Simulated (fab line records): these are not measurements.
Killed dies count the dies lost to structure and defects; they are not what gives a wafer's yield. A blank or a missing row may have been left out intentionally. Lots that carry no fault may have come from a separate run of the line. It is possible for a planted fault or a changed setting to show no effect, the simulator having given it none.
Which tool is to blame? :: flow gf180mcu :: 6 lots, 18 wafers sampled, at 2 steps of a route of 602

## WHAT THE GAUGES READ, wafer by wafer
GF_HV_LDD_CD_MEAS_07: the cd target is 400 nm.
lot: L613
measured: day 10 12:45
on: cdSem-02
cdNm (nm): 397.6 400.7 398.7

lot: L616
measured: day 11 14:47
on: cdSem-02
cdNm (nm): 400.7 402.4 401.4

lot: L618
measured: day 11 23:20
on: cdSem-02
cdNm (nm): 401.3 398.3 398.5

lot: L620
measured: day 12 12:44
on: cdSem-02
cdNm (nm): 399.7 398.0 399.4

lot: L629
measured: day 15 22:17
on: cdSem-02
cdNm (nm): 409.4 407.8 409.8

lot: L631
measured: day 16 06:01
on: cdSem-02
cdNm (nm): 400.9 402.3 400.7

## EACH LOT AND THE TOOL THAT RAN IT (in order: tool; ch and the chambers of the sampled wafers; start)
lot: L613
GF_HV_LDD_COAT_02: lithoTrack-01 ch 0, day 10 04:11

lot: L616
GF_HV_LDD_COAT_02: lithoTrack-02 ch 0, day 11 04:49

lot: L618
GF_HV_LDD_COAT_02: lithoTrack-01 ch 0, day 11 13:32

lot: L620
GF_HV_LDD_COAT_02: lithoTrack-01 ch 0, day 12 03:01

lot: L629
GF_HV_LDD_COAT_02: lithoTrack-03 ch 0, day 15 10:26

lot: L631
GF_HV_LDD_COAT_02: lithoTrack-02 ch 0, day 15 19:05
- GF_HV_LDD_COAT_02: resist thk 1000 nm.

## THE ANSWER, worked out from the rows above alone
Rule: the usual values come from the lots themselves. Put in order of their means at a reading, lots are off if they are a third of the lots or fewer, leave a main group of 4 or more, and stand apart from it by a gap of 3 or more times the standard deviation of the main group's means; of several such gaps the widest counts. Not used: any main group whose means are identical at the precision the tables above print for the reading. A lot without any number at a reading at which 4 lots or more have one is off too. All remaining lots with rows at the step are treated as sound.
Off: L629 (GF_HV_LDD_CD_MEAS_07, cdNm). For the main group the mean is 400.0 nm and the standard deviation 1.1.
If a tool, at a process step before that reading, ran all the lots that are off and no sound lot after the first of them, it fits. Those tools and the gauges at GF_HV_LDD_CD_MEAS_07 are tried in the same way. One fits: lithoTrack-03 at GF_HV_LDD_COAT_02. It ran no sound lot before its first lot that is off in this sample, so the start can't be narrowed down.

## WHAT THE SIMULATOR HAD INSERTED
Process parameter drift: lithoTrack-03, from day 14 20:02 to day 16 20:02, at GF_HV_LDD_COAT_02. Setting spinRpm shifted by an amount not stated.
Lots struck among those shown: L629. The rule above reached the same finding.
